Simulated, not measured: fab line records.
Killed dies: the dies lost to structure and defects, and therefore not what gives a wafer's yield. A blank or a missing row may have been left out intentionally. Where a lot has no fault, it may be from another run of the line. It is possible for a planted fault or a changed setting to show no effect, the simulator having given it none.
fab line records	flow sky130
record: lots: 7	wafers: 21	last_day: 50
route steps=708 shown VIA3@585 PAD_OPEN@708
lots that met no fault: from a run of the same line without faults
start_h: hours from the record's opening day to when the first of the lot's shown wafers began	wait_h: time in hours since the lot's previous step	" the same as in the row above	L1.1+2: a single row standing in for several wafers	- no value, or no start given	* or withheld: withheld	< > ~ a bound
route shown NAME@n: names a module that has steps shown in the file, with the first one's number in the route	usual: mean/standard deviation taken from wafers without a fault	same: alike in all rows	chamber/n: place in a boat	sites: readings site by site	_std_site: how widely they spread, as a standard deviation	_edge_site: outer sites' mean less inner sites'	radius_mm: for every site, how far away it sits from the centre of the wafer	mask NAME#n: copy n	behind: the most recent tool/chamber to have shaped the wafer	hold: the reason the lot was held/the length of the hold in hours/how it ended	device: the transistor (n, p or np) that didn't switch	end of line: the tests these same wafers got at the end of their route	for a step that has no rows: nothing shown but its recipe	killed: the dies lost at the first sort to structure and to defects; this is not the yield of the wafer	map: dies across one wafer; x = killed, . = not, _ = none there
set.NAME: the setting that was run; set.NAME@STEP: the one run at that earlier step	model.NAME: the simulator's own value behind a step, which no gauge read
lots seen at some steps along the route; tables by step, rows by wafer
services: the hour from which a tool's chamber was out of use, counted from the record's first day as start_h (under 0 if before that day), plus the number of hours and why
== steps ==
step: SKY_VIA3_CD_MEAS_12
recipe: target_cd_nm: 200
usual: cd_nm: 199.9/1.5
lot.wafer	tool	chamber	start_h	wait_h	cd_nm
L195.2	cd_sem-02	-	929.13	-	200.9
L195.3	"	-	"	"	201.9
L195.6	"	-	"	"	201.0
L208.1	cd_sem-01	-	1027.49	-	202.3
L208.4	"	-	"	"	201.3
L208.5	"	-	"	"	202.7
L209.1	cd_sem-01	-	1034.79	-	197.9
L209.2	"	-	"	"	197.8
L209.6	"	-	"	"	199.1
L210.1	cd_sem-01	-	1042.96	-	198.8
L210.5	"	-	"	"	199.9
L210.6	"	-	"	"	201.0
L212.1	cd_sem-01	-	1058.04	-	200.1
L212.3	"	-	"	"	201.4
L212.4	"	-	"	"	200.4
L211.1	cd_sem-01	-	1063.26	-	202.0
L211.3	"	-	"	"	201.2
L211.6	"	-	"	"	200.0
L216.2	cd_sem-01	-	1076.11	-	200.9
L216.4	"	-	"	"	200.6
L216.5	"	-	"	"	199.4
step: SKY_VIA3_OVL_MEAS_13
usual: VIA3_OVL: 1/4.8
lot.wafer	tool	chamber	start_h	wait_h	VIA3_OVL[nm]
L195.2	overlay-01	-	929.24	0.1	-2
L195.3	"	-	"	"	9
L195.6	"	-	"	"	-2
L208.1	overlay-01	-	1027.61	0.1	2
L208.4	"	-	"	"	8
L208.5	"	-	"	"	-6
L209.1	overlay-02	-	1034.91	0.1	2
L209.2	"	-	"	"	1
L209.6	"	-	"	"	-2
L210.1	overlay-01	-	1043.08	0.1	-4
L210.5	"	-	"	"	-8
L210.6	"	-	"	"	-2
L212.1	overlay-02	-	1058.16	0.1	9
L212.3	"	-	"	"	2
L212.4	"	-	"	"	7
L211.1	overlay-01	-	1063.38	0.1	1
L211.3	"	-	"	"	5
L211.6	"	-	"	"	-6
L216.2	overlay-02	-	1076.21	0.1	6
L216.4	"	-	"	"	2
L216.5	"	-	"	"	4
step: SKY_VIA3_ETCH_14
recipe: chemistry: N2/H2	target: BARC	ion_energy_ev: 200	source_w: 500	bias_w: 100	pressure_mtorr: 30	n2_flow_sccm: 100	h2_flow_sccm: 200	stop_on: SiO2	time_s: 45.9	target_depth_a: 600
usual: drypump_motor_current_A: 5.83/0.26	oes_product_au: 0.854/0.0049	throttle_valve_pct: 13.225/0.0094
lot.wafer	tool	chamber	start_h	wait_h	drypump_motor_current_A	oes_product_au	rf_hours_counter_h	throttle_valve_pct
L195.2	rie_diel-03	3	929.27	0.0	5.76	0.855	11	13.233
L195.3	"	0	"	"	5.93	0.851	15	13.230
L195.6	"	1	"	"	5.53	0.852	-	13.222
L208.1	rie_diel-03	3	1027.64	0.0	5.77	0.855	15	13.227
L208.4	"	0	"	"	5.99	0.851	18	13.223
L208.5	"	0	"	"	5.98	0.867	-	13.220
L209.1	rie_diel-02	3	1034.94	0.0	6.05	0.855	27	13.231
L209.2	"	0	"	"	5.47	0.842	14	13.222
L209.6	"	0	"	"	5.47	0.844	-	13.204
L210.1	rie_diel-01	0	1043.12	0.0	5.59	0.858	18	13.220
L210.5	"	2	"	"	5.91	0.870	-	13.221
L210.6	"	3	"	"	5.98	0.858	-	13.235
L212.1	rie_diel-01	1	1058.19	0.0	6.23	0.861	19	13.236
L212.3	"	0	"	"	5.59	0.848	18	13.215
L212.4	"	2	"	"	5.91	0.854	14	13.235
L211.1	rie_diel-01	0	1063.42	0.0	5.59	0.854	18	13.224
L211.3	"	1	"	"	6.25	0.852	19	13.226
L211.6	"	0	"	"	5.62	0.849	-	13.238
L216.2	rie_diel-01	2	1076.24	0.0	5.91	0.859	14	13.223
L216.4	"	3	"	"	6.02	0.859	25	13.232
L216.5	"	1	"	"	6.24	0.857	-	13.227
step: SKY_VIA3_ETCH_15
recipe: target: SiO2	chemistry: C4F8/O2/Ar	target_depth_nm: 507	stop_on: TiN	mask_material: KrF-thick	source_w: 1500	bias_w: 1200	pressure_mtorr: 40	c4f8_flow_sccm: withheld	O2_flow_sccm: 6	Ar_flow_sccm: 300	time_s: 78
usual: oes_product_au: 0.945/0.0049
lot.wafer	tool	chamber	start_h	wait_h	oes_product_au	rf_hours_counter_h
L195.2	rie_diel-03	3	929.31	0.0	0.950	11
L195.3	"	0	"	"	0.945	15
L195.6	"	1	"	"	0.951	-
L208.1	rie_diel-03	3	1027.68	0.0	0.947	15
L208.4	"	0	"	"	0.948	18
L208.5	"	0	"	"	0.947	-
L209.1	rie_diel-02	3	1034.98	0.0	0.951	27
L209.2	"	0	"	"	0.952	14
L209.6	"	0	"	"	0.953	-
L210.1	rie_diel-01	0	1043.16	0.0	0.940	18
L210.5	"	2	"	"	0.939	-
L210.6	"	3	"	"	0.937	-
L212.1	rie_diel-01	1	1058.23	0.0	0.945	19
L212.3	"	0	"	"	0.940	18
L212.4	"	2	"	"	0.946	14
L211.1	rie_diel-01	0	1063.46	0.0	0.948	18
L211.3	"	1	"	"	0.942	19
L211.6	"	0	"	"	0.946	-
L216.2	rie_diel-01	2	1076.28	0.0	0.944	14
L216.4	"	3	"	"	0.946	26
L216.5	"	1	"	"	0.949	-
step: SKY_VIA3_STRIP_16
recipe: chemistry: O2/N2	power_w: 1400	pressure_mtorr: 1500	platen_temp_c: withheld	o2_flow_sccm: 3000	n2_flow_sccm: 300	overash_fraction: 0.5
usual: drypump_motor_current_A: 5.57/0.23	oes_product_au: 0.402/0.0049	strip_time_to_endpoint_s: 4.12/0.03
lot.wafer	tool	chamber	start_h	wait_h	drypump_motor_current_A	oes_product_au	rf_hours_counter_h	strip_time_to_endpoint_s
L195.2	plasma_asher-02	1	929.37	0.0	5.48	0.409	111	4.12
L195.3	"	0	"	"	5.69	0.405	-	4.11
L195.6	"	0	"	"	5.71	0.400	-	4.09
L208.1	plasma_asher-04	1	1027.74	0.0	5.72	0.399	28	4.16
L208.4	"	0	"	"	5.12	0.408	-	4.08
L208.5	"	1	"	"	5.71	0.403	-	4.13
L209.1	plasma_asher-01	0	1035.04	0.0	5.80	0.402	90	4.15
L209.2	"	1	"	"	5.54	0.410	90	4.13
L209.6	"	1	"	"	5.53	0.400	-	4.14
L210.1	plasma_asher-04	0	1043.22	0.0	5.12	0.400	30	4.11
L210.5	"	0	"	"	5.12	0.404	-	4.08
L210.6	"	1	"	"	5.68	0.403	-	4.09
L212.1	plasma_asher-01	0	1058.36	0.1	5.81	0.403	93	4.10
L212.3	"	0	"	"	5.83	0.404	-	4.11
L212.4	"	1	"	"	5.51	0.409	-	4.07
L211.1	plasma_asher-01	1	1063.52	0.0	5.53	0.399	94	4.09
L211.3	"	0	"	"	5.82	0.405	-	4.07
L211.6	"	1	"	"	5.54	0.396	-	4.08
L216.2	plasma_asher-01	1	1076.34	0.0	5.55	0.397	96	4.08
L216.4	"	0	"	"	5.82	0.415	-	4.12
L216.5	"	1	"	"	5.53	0.400	-	4.14
step: SKY_VIA3_STRIP_17
recipe: chemistry: post_etch_residue_remover	time_s: 1200	temp_c: 72.5
step: SKY_VIA3_CLEAN_18
recipe: chemistry: IPA	time_s: 180	temp_c: 25
step: SKY_VIA3_CLEAN_19
recipe: chemistry: O3/DIW	dry: n2_spin
step: SKY_VIA3_SPUTTER_20
recipe: material: TiN	target_thk_nm: 20	chamber_pressure_pa: 5	power_w: 4000	time_s: 80
usual: throttle_valve_pct: 29.6/0.68
lot.wafer	tool	chamber	start_h	wait_h	throttle_valve_pct
L195.2	pvd_sputter-03	-	929.97	0.0	30.4
L195.3	"	-	"	"	30.2
L195.6	"	-	"	"	29.8
L208.1	pvd_sputter-02	-	1028.37	0.0	28.6
L208.4	"	-	"	"	29.2
L208.5	"	-	"	"	29.0
L209.1	pvd_sputter-02	-	1035.67	0.0	29.1
L209.2	"	-	"	"	29.0
L209.6	"	-	"	"	28.7
L210.1	pvd_sputter-01	-	1043.81	0.0	30.6
L210.5	"	-	"	"	30.8
L210.6	"	-	"	"	29.7
L212.1	pvd_sputter-03	-	1058.95	0.0	30.6
L212.3	"	-	"	"	29.9
L212.4	"	-	"	"	29.1
L211.1	pvd_sputter-01	-	1064.12	0.0	31.2
L211.3	"	-	"	"	30.5
L211.6	"	-	"	"	30.7
L216.2	pvd_sputter-03	-	1077.01	0.0	30.6
L216.4	"	-	"	"	29.2
L216.5	"	-	"	"	30.6
step: SKY_VIA3_CVD_21
recipe: material: W	target_thk_nm: 390	time_s: 117.31	temp_c: 400	pressure_torr: 40
usual: heater_power_w: 849/68
lot.wafer	tool	chamber	start_h	wait_h	heater_power_w
L195.2	cvd_w-02	0	930.03	0.0	751
L195.3	"	0	"	"	766
L195.6	"	0	"	"	742
L208.1	cvd_w-02	0	1028.43	0.0	772
L208.4	"	1	"	"	878
L208.5	"	0	"	"	748
L209.1	cvd_w-02	1	1035.74	0.0	904
L209.2	"	0	"	"	760
L209.6	"	0	"	"	757
L210.1	cvd_w-02	1	1043.87	0.0	860
L210.5	"	1	"	"	886
L210.6	"	0	"	"	763
L212.1	cvd_w-01	1	1059.01	0.0	887
L212.3	"	1	"	"	896
L212.4	"	0	"	"	911
L211.1	cvd_w-02	1	1064.18	0.0	912
L211.3	"	1	"	"	884
L211.6	"	1	"	"	878
L216.2	cvd_w-02	0	1077.08	0.0	735
L216.4	"	1	"	"	886
L216.5	"	0	"	"	755
step: SKY_VIA3_RS_MEAS_22
recipe: thk_meas_gauge: four-point-probe	reads: W_of_VIA3_CVD_21+TiN_of_VIA3_SPUTTER_20
usual: VIA3_W_RS: 0.292/0.0057
lot.wafer	tool	chamber	start_h	wait_h	VIA3_W_RS[ohm/sq]
L195.2	film_metro-01	-	930.17	0.1	0.293
L195.3	"	-	"	"	0.291
L195.6	"	-	"	"	0.293
L208.1	film_metro-04	-	1028.55	0.1	0.295
L208.4	"	-	"	"	0.284
L208.5	"	-	"	"	0.297
L209.1	film_metro-02	-	1035.86	0.1	0.285
L209.2	"	-	"	"	0.297
L209.6	"	-	"	"	0.298
L210.1	film_metro-02	-	1043.99	0.1	0.288
L210.5	"	-	"	"	0.287
L210.6	"	-	"	"	0.293
L212.1	film_metro-04	-	1059.14	0.1	0.290
L212.3	"	-	"	"	0.291
L212.4	"	-	"	"	0.299
L211.1	film_metro-04	-	1064.30	0.1	0.286
L211.3	"	-	"	"	0.288
L211.6	"	-	"	"	0.286
L216.2	film_metro-04	-	1077.22	0.1	0.293
L216.4	"	-	"	"	0.289
L216.5	"	-	"	"	0.292
step: SKY_VIA3_THK_MEAS_23
recipe: thk_meas_gauge: xrf	reads: W_of_VIA3_CVD_21
usual: VIA3_W_THK: 390/8.4
lot.wafer	tool	chamber	start_h	wait_h	VIA3_W_THK[nm]
L195.2	film_metro-01	-	930.28	0.1	390
L195.3	"	-	"	"	393
L195.6	"	-	"	"	388
L208.1	film_metro-04	-	1028.67	0.1	386
L208.4	"	-	"	"	400
L208.5	"	-	"	"	382
L209.1	film_metro-02	-	1035.98	0.1	402
L209.2	"	-	"	"	386
L209.6	"	-	"	"	386
L210.1	film_metro-02	-	1044.11	0.1	396
L210.5	"	-	"	"	398
L210.6	"	-	"	"	391
L212.1	film_metro-04	-	1059.26	0.1	394
L212.3	"	-	"	"	392
L212.4	"	-	"	"	383
L211.1	film_metro-04	-	1064.42	0.1	398
L211.3	"	-	"	"	395
L211.6	"	-	"	"	401
L216.2	film_metro-04	-	1077.33	0.1	392
L216.4	"	-	"	"	397
L216.5	"	-	"	"	393
step: SKY_VIA3_CMP_24
recipe: stop_on: SiO2	t_overpolish_s: 20	down_force_psi: 3.5	platen_rpm: 60	target_thk_nm: 0	pad_velocity_m_s: 0.94248
usual: edge_zone_pressure_frac: 0.999/0.0052	head_pressure_psi: 3.499/0.0076	motor_current_A: 10.5/0.92	overpolish_run_s: 19.999/0.0088	slurry_filter_dp_kPa: 13.49/0.14	time_to_endpoint_s: 96/5
lot.wafer	tool	chamber	start_h	wait_h	edge_zone_pressure_frac	head_pressure_psi	motor_current_A	overpolish_run_s	slurry_filter_dp_kPa	time_to_endpoint_s	model.W_of_VIA3_CVD_21.thk_nm	model.SiO2_of_VIA3_HDPCVD_00.thk_nm
L195.2	cmp-02	2	930.33	0.0	1.002	3.495	9.3	19.990	13.35	98	0	461.1
L195.3	"	1	"	"	0.992	3.488	10.8	20.002	13.73	99	0	462.1
L195.6	"	2	"	"	1.002	3.504	8.5	19.994	13.40	99	0	460.6
L208.1	cmp-02	2	1028.73	0.1	-	-	-	-	-	-	388.1	465.8
L208.4	"	3	"	"	-	-	-	-	-	-	402.8	466.3
L208.5	"	2	"	"	-	-	-	-	-	-	385.8	464.3
L209.1	cmp-02	2	1036.04	0.1	-	-	-	-	-	-	400.6	465.4
L209.2	"	3	"	"	-	-	-	-	-	-	386.9	466
L209.6	"	2	"	"	-	-	-	-	-	-	384.8	465.1
L210.1	cmp-02	3	1044.32	0.2	-	-	-	-	-	-	397.1	463.6
L210.5	"	0	"	"	-	-	-	-	-	-	398.3	464.1
L210.6	"	1	"	"	-	-	-	-	-	-	390.3	465.8
L212.3	cmp-01	3	1059.32	0.0	0.994	3.499	11.3	20.002	13.71	94	0	461
L212.1	"	1	"	"	0.996	3.507	10.0	20.003	13.37	92	0	458.7
L212.4	"	2	"	"	0.997	3.496	11.5	19.999	13.75	88	0	460.2
L211.3	cmp-01	3	1064.53	0.1	0.998	3.501	11.8	19.992	13.57	97	0	461.3
L211.1	"	0	"	"	1.005	3.506	11.5	20.008	13.39	101	0	461.2
L211.6	"	3	"	"	1.000	3.506	11.4	19.986	13.28	99	0	461.3
L216.4	cmp-02	0	1077.38	0.0	0.996	3.515	9.7	20.002	13.47	104	0	461
L216.2	"	2	"	"	0.996	3.503	8.6	20.010	13.36	102	0	460.5
L216.5	"	1	"	"	0.999	3.521	10.3	20.002	13.51	98	0	459.7
step: SKY_PAD_OPEN_PROBE_99
usual: defect_limited_yield: 82.2/1.9	killed_at_M0_to_M3: 44/6.9	killed_at_M4_up: 3.3/1.8	killed_at_contacts: 24/5	killed_at_front_end: 16/4.6	killed_at_other: 0.2/0.42	killed_dies: 88/9.2	killed_on_rim: 17/3.5	killed_open: 48/7.3	killed_short: 40/6.5	sort_bin_3_pad_short: 0.9/0.43	sort_bin_5_function: 10.6/1.5	sort_bin_6_memory: 6.4/1.1	sort_n_pass: 404/9.2	sort_yield_pct: 82.2/1.9
same: gross_dies: 492	killed_at_back_side: 0	sort_bin_4_leakage[%]: 0	sort_bin_8_speed[%]: 0
lot.wafer	tool	chamber	start_h	wait_h	hold	defect_limited_yield[%]	killed_at_M0_to_M3	killed_at_M4_up	killed_at_contacts	killed_at_front_end	killed_at_other	killed_dies	killed_on_rim	killed_open	killed_short	sort_bin_3_pad_short[%]	sort_bin_5_function[%]	sort_bin_6_memory[%]	sort_n_pass	sort_yield_pct[%]
L195.2	prober-02	-	1074.91	0.1	-	82.7	39	1	20	25	0	85	16	40	45	1.0	11.0	5.3	407	82.7
L195.3	prober-02	-	1074.96	0.2	-	83.3	37	1	21	23	0	82	16	44	38	1.0	10.2	5.5	410	83.3
L195.6	prober-02	-	1075.11	0.2	-	85.4	38	4	14	16	0	72	8	38	34	0.6	9.6	4.5	420	85.4
L208.1	prober-01	-	1164.33	5.3	await_dispo/2.0h/scrap	0	449	2	20	21	0	492	96	47	38	82.9	10.4	6.7	0	0
L208.4	prober-01	-	1164.48	5.3	await_dispo/2.0h/scrap	0	446	1	24	20	1	492	96	47	36	84.3	9.8	5.9	0	0
L208.5	prober-01	-	1164.53	5.4	await_dispo/2.0h/scrap	0	446	1	22	23	0	492	96	44	49	82.7	9.8	7.5	0	0
L209.1	prober-02	-	1169.74	4.8	await_dispo/4.0h/scrap	0	456	2	20	14	0	492	96	49	33	84.3	9.6	6.1	0	0
L209.2	prober-02	-	1169.79	4.8	await_dispo/4.0h/scrap	0	453	2	17	19	1	492	96	40	30	86.6	9.6	3.9	0	0
L209.6	prober-02	-	1169.99	5.0	await_dispo/4.0h/scrap	0	445	1	35	11	0	492	96	63	39	80.5	12.8	6.7	0	0
L210.1	prober-01	-	1172.32	2.0	await_dispo/3.8h/scrap	0	447	3	26	16	0	492	96	51	44	81.1	10.2	8.7	0	0
L210.5	prober-01	-	1172.52	2.1	await_dispo/3.8h/scrap	0	456	2	25	8	1	492	96	44	42	82.9	8.7	8.3	0	0
L210.6	prober-01	-	1172.57	2.1	await_dispo/3.8h/scrap	0	447	2	27	16	0	492	96	55	42	81.3	11.8	6.9	0	0
L212.1	prober-02	-	1181.00	0.1	-	83.9	33	8	23	14	1	79	17	31	47	1.0	8.7	6.3	413	83.9
L212.3	prober-02	-	1181.10	0.2	-	83.3	48	1	24	9	0	82	19	42	40	1.2	8.9	6.5	410	83.3
L212.4	prober-02	-	1181.15	0.2	-	83.7	44	4	22	9	1	80	16	47	33	0.4	9.6	6.3	412	83.7
L211.1	prober-01	-	1185.98	0.1	-	83.3	44	2	25	11	0	82	19	47	35	0	9.3	7.3	410	83.3
L211.3	prober-01	-	1186.08	0.2	-	85.2	38	2	20	12	1	73	16	42	30	1.0	9.3	4.5	419	85.2
L211.6	prober-01	-	1186.23	0.2	-	81.3	51	2	23	16	0	92	16	42	50	1.4	11.8	5.5	400	81.3
L216.2	prober-01	-	1195.88	0.1	-	81.3	49	4	23	16	0	92	19	46	46	0.6	11.0	7.1	400	81.3
L216.4	prober-01	-	1195.98	0.2	-	82.1	41	3	26	17	1	88	16	55	32	0.6	10.4	6.9	404	82.1
L216.5	prober-01	-	1196.03	0.2	-	82.3	52	1	22	12	0	87	21	41	46	1.2	9.8	6.7	405	82.3
killed by level:class
L195.2 FIELD_ISO:geometric_particle:short=8 VIA1:geometric_particle:open=8 POLY_GATE:geometric_particle:open=6 VIA2:geometric_particle:open=6 CONTACT:geometric_particle:open=6 METAL2:geometric_particle:short=5 VIA1:geometric_particle:short=5 LOCAL_INTERCONNECT:geometric_particle:short=4
L195.3 CONTACT:geometric_particle:open=11 VIA1:geometric_particle:open=9 METAL2:geometric_particle:short=7 POLY_GATE:geometric_particle:short=6 FIELD_ISO:geometric_particle:open=5 POLY_GATE:geometric_particle:open=5 VIA1:geometric_particle:short=5 CONTACT:geometric_particle:short=4
L195.6 VIA1:geometric_particle:open=9 FIELD_ISO:geometric_particle:short=5 CONTACT:geometric_particle:open=5 METAL2:geometric_particle:short=5 METAL1:geometric_particle:short=5 FIELD_ISO:geometric_particle:open=4 LI_CONTACT:geometric_particle:open=4 VIA1:geometric_particle:short=4
L208.1 VIA3:area_cmp=405 CONTACT:geometric_particle:open=10 VIA3:geometric_particle:open=8 VIA1:geometric_particle:open=7 FIELD_ISO:geometric_particle:open=6 VIA2:geometric_particle:open=6 FIELD_ISO:geometric_particle:short=5 LI_CONTACT:geometric_particle:open=5
L208.4 VIA3:area_cmp=409 VIA1:geometric_particle:open=14 CONTACT:geometric_particle:open=9 LI_CONTACT:geometric_particle:open=7 FIELD_ISO:geometric_particle:short=6 POLY_GATE:geometric_particle:short=5 POLY_GATE:geometric_particle:open=4 LOCAL_INTERCONNECT:geometric_particle:short=4
L208.5 VIA3:area_cmp=398 METAL2:geometric_particle:short=11 VIA3:geometric_particle:open=10 FIELD_ISO:geometric_particle:open=9 CONTACT:geometric_particle:open=8 METAL1:geometric_particle:short=6 FIELD_ISO:geometric_particle:short=5 LI_CONTACT:geometric_particle:open=5
L209.1 VIA3:area_cmp=410 VIA1:geometric_particle:open=15 CONTACT:geometric_particle:open=6 LI_CONTACT:geometric_particle:open=5 METAL2:geometric_particle:short=5 VIA2:geometric_particle:open=5 FIELD_ISO:geometric_particle:open=4 POLY_GATE:geometric_particle:short=4
L209.2 VIA3:area_cmp=422 VIA1:geometric_particle:open=10 CONTACT:geometric_particle:open=7 VIA3:geometric_particle:short=5 FIELD_ISO:geometric_particle:open=4 CONTACT:geometric_particle:short=4 METAL1:geometric_particle:short=4 FIELD_ISO:geometric_particle:short=3
L209.6 VIA3:area_cmp=390 VIA1:geometric_particle:open=16 CONTACT:geometric_particle:open=13 VIA3:geometric_particle:open=10 LI_CONTACT:geometric_particle:open=9 METAL1:geometric_particle:short=7 VIA2:geometric_particle:open=6 POLY_GATE:geometric_particle:short=4
L210.1 VIA3:area_cmp=396 VIA2:geometric_particle:open=14 LOCAL_INTERCONNECT:geometric_particle:short=10 CONTACT:geometric_particle:open=8 VIA1:geometric_particle:open=7 POLY_GATE:geometric_particle:open=5 VIA3:geometric_particle:open=5 VIA1:geometric_particle:short=5
L210.5 VIA3:area_cmp=405 CONTACT:geometric_particle:open=13 METAL2:geometric_particle:short=10 VIA1:geometric_particle:open=8 VIA3:geometric_particle:open=8 LI_CONTACT:geometric_particle:open=5 VIA2:geometric_particle:open=5 VIA3:geometric_particle:short=5
L210.6 VIA3:area_cmp=395 CONTACT:geometric_particle:open=17 METAL2:geometric_particle:short=9 METAL1:geometric_particle:short=8 VIA1:geometric_particle:open=8 VIA3:geometric_particle:open=7 VIA2:geometric_particle:open=6 POLY_GATE:geometric_particle:open=5
L212.1 LI_CONTACT:geometric_particle:open=8 METAL4:geometric_particle:short=8 POLY_GATE:geometric_particle:short=6 VIA3:geometric_particle:short=6 CONTACT:geometric_particle:open=5 VIA1:geometric_particle:short=5 LOCAL_INTERCONNECT:geometric_particle:short=4 CONTACT:geometric_particle:short=4
L212.3 LI_CONTACT:geometric_particle:open=12 METAL1:geometric_particle:short=11 VIA1:geometric_particle:open=7 VIA3:geometric_particle:open=7 VIA1:geometric_particle:short=5 VIA2:geometric_particle:open=5 METAL3:geometric_particle:short=4 CONTACT:geometric_particle:open=4
L212.4 VIA2:geometric_particle:open=13 CONTACT:geometric_particle:open=10 VIA1:geometric_particle:open=10 METAL2:geometric_particle:short=6 LOCAL_INTERCONNECT:geometric_particle:short=4 CONTACT:geometric_particle:short=4 FIELD_ISO:geometric_particle:open=3 FIELD_ISO:geometric_particle:short=3
L211.1 VIA1:geometric_particle:open=12 VIA3:geometric_particle:open=8 METAL2:geometric_particle:short=7 CONTACT:geometric_particle:open=7 LI_CONTACT:geometric_particle:short=5 LI_CONTACT:geometric_particle:open=5 VIA2:geometric_particle:open=5 LOCAL_INTERCONNECT:geometric_particle:short=4
L211.3 VIA2:geometric_particle:open=9 CONTACT:geometric_particle:open=7 METAL1:geometric_particle:short=7 VIA1:geometric_particle:open=7 LI_CONTACT:geometric_particle:open=4 LOCAL_INTERCONNECT:geometric_particle:short=4 VIA3:geometric_particle:open=4 FIELD_ISO:geometric_particle:open=3
L211.6 METAL2:geometric_particle:short=10 VIA1:geometric_particle:open=9 LOCAL_INTERCONNECT:geometric_particle:short=7 METAL1:geometric_particle:short=6 LI_CONTACT:geometric_particle:open=5 VIA2:geometric_particle:open=5 CONTACT:geometric_particle:open=4 VIA1:geometric_particle:short=4
L216.2 VIA1:geometric_particle:open=8 CONTACT:geometric_particle:open=8 METAL1:geometric_particle:short=8 METAL2:geometric_particle:short=8 POLY_GATE:geometric_particle:open=6 VIA2:geometric_particle:open=6 POLY_GATE:geometric_particle:short=5 VIA3:geometric_particle:open=5
L216.4 LI_CONTACT:geometric_particle:open=12 VIA1:geometric_particle:open=9 VIA2:geometric_particle:open=9 CONTACT:geometric_particle:open=8 LI_CONTACT:geometric_particle:short=4 VIA1:geometric_particle:short=4 METAL2:geometric_particle:short=4 VIA3:geometric_particle:open=4
L216.5 METAL2:geometric_particle:short=11 VIA1:geometric_particle:open=7 METAL3:geometric_particle:short=7 VIA3:geometric_particle:open=6 LI_CONTACT:geometric_particle:open=6 CONTACT:geometric_particle:open=6 VIA2:geometric_particle:open=5 CONTACT:geometric_particle:short=5
map L208.1 (x killed, . not)
__________xxxxxxxxxx_________
________xxxxxxxxxxxxxx_______
______xxxxxxxxxxxxxxxxxx_____
_____xxxxxxxxxxxxxxxxxxxx____
____xxxxxxxxxxxxxxxxxxxxxx___
___xxxxxxxxxxxxxxxxxxxxxxxx__
__xxxxxxxxxxxxxxxxxxxxxxxxxx_
_xxxxxxxxxxxxxxxxxxxxxxxxxxxx
_xxxxxxxxxxxxxxxxxxxxxxxxxxxx
_xxxxxxxxxxxxxxxxxxxxxxxxxxxx
_xxxxxxxxxxxxxxxxxxxxxxxxxxxx
_xxxxxxxxxxxxxxxxxxxxxxxxxxxx
_xxxxxxxxxxxxxxxxxxxxxxxxxxxx
_xxxxxxxxxxxxxxxxxxxxxxxxxxxx
_xxxxxxxxxxxxxxxxxxxxxxxxxxxx
__xxxxxxxxxxxxxxxxxxxxxxxxxx_
___xxxxxxxxxxxxxxxxxxxxxxxx__
____xxxxxxxxxxxxxxxxxxxxxx___
_____xxxxxxxxxxxxxxxxxxxx____
______xxxxxxxxxxxxxxxxxx_____
________xxxxxxxxxxxxxx_______
__________xxxxxxxxxx_________
map L209.1 (x killed, . not)
__________xxxxxxxxxx_________
________xxxxxxxxxxxxxx_______
______xxxxxxxxxxxxxxxxxx_____
_____xxxxxxxxxxxxxxxxxxxx____
____xxxxxxxxxxxxxxxxxxxxxx___
___xxxxxxxxxxxxxxxxxxxxxxxx__
__xxxxxxxxxxxxxxxxxxxxxxxxxx_
_xxxxxxxxxxxxxxxxxxxxxxxxxxxx
_xxxxxxxxxxxxxxxxxxxxxxxxxxxx
_xxxxxxxxxxxxxxxxxxxxxxxxxxxx
_xxxxxxxxxxxxxxxxxxxxxxxxxxxx
_xxxxxxxxxxxxxxxxxxxxxxxxxxxx
_xxxxxxxxxxxxxxxxxxxxxxxxxxxx
_xxxxxxxxxxxxxxxxxxxxxxxxxxxx
_xxxxxxxxxxxxxxxxxxxxxxxxxxxx
__xxxxxxxxxxxxxxxxxxxxxxxxxx_
___xxxxxxxxxxxxxxxxxxxxxxxx__
____xxxxxxxxxxxxxxxxxxxxxx___
_____xxxxxxxxxxxxxxxxxxxx____
______xxxxxxxxxxxxxxxxxx_____
________xxxxxxxxxxxxxx_______
__________xxxxxxxxxx_________
== services ==
tool	chamber	start_h	hours	kind
cmp-01	-	912.16	4.0	pm
rie_diel-02	-	914.95	2.8	pm
pvd_sputter-03	-	915.63	1.9	repair
plasma_asher-01	-	926.37	9.3	repair
pvd_sputter-01	-	933.67	6.5	repair
rie_diel-02	-	946.93	28.1	pm
pvd_sputter-01	-	960.15	14.7	repair
plasma_asher-04	-	969.31	1.4	repair
cmp-02	-	982.77	2.4	repair
rie_diel-02	0	990.15	3.2	repair
pvd_sputter-03	-	991.09	14.2	repair
cmp-01	-	992.93	3.7	pm
pvd_sputter-02	-	995.21	2.4	repair
cmp-02	-	1013.33	3.2	repair
rie_diel-03	2	1015.28	3.3	repair
rie_diel-01	-	1019.23	0.1	repair
pvd_sputter-01	-	1019.29	1.2	repair
cmp-02	-	1033.50	0.3	repair
rie_diel-02	2	1037.51	3.8	repair
plasma_asher-04	-	1045.34	14.6	pm
pvd_sputter-02	-	1046.65	12.6	repair
cmp-01	-	1057.07	0.8	repair
pvd_sputter-01	-	1059.15	1.0	repair
plasma_asher-04	-	1065.75	1.9	repair
== key ==
first_sign: step: SKY_VIA3_CMP_24	reading: tool_record	direction: missing
effect: step: SKY_PAD_OPEN_PROBE_99	reading: sort_bin_3_pad_short	direction: up	sigmas: 99+	usual: 0.9	struck: 83.0
model_effect: step: SKY_VIA3_CMP_24	value: W_of_VIA3_CVD_21.thk_nm	without: 0	struck: 392.8
more_kills_born_at: SKY_VIA3_CMP_24@cmp-02: 3619
met_at SKY_VIA3_CMP_24
struck_wafers L208.1,L208.4,L208.5,L209.1,L209.2,L209.6,L210.1,L210.5,L210.6
later_rows_left_out L208.1,L208.4,L208.5,L209.1,L209.2,L209.6,L210.1,L210.5,L210.6
onset_between 930.33 1028.73
fault: kind: skipped_step_whole	tool: cmp-02	chamber: -	onset_h: 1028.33	steps: SKY_VIA3_CMP_24	scope: struck_lots_only
later_rows_left_out: the simulator's readings of these wafers behind a module that went badly wrong aren't trusted and aren't shown, but for the sort
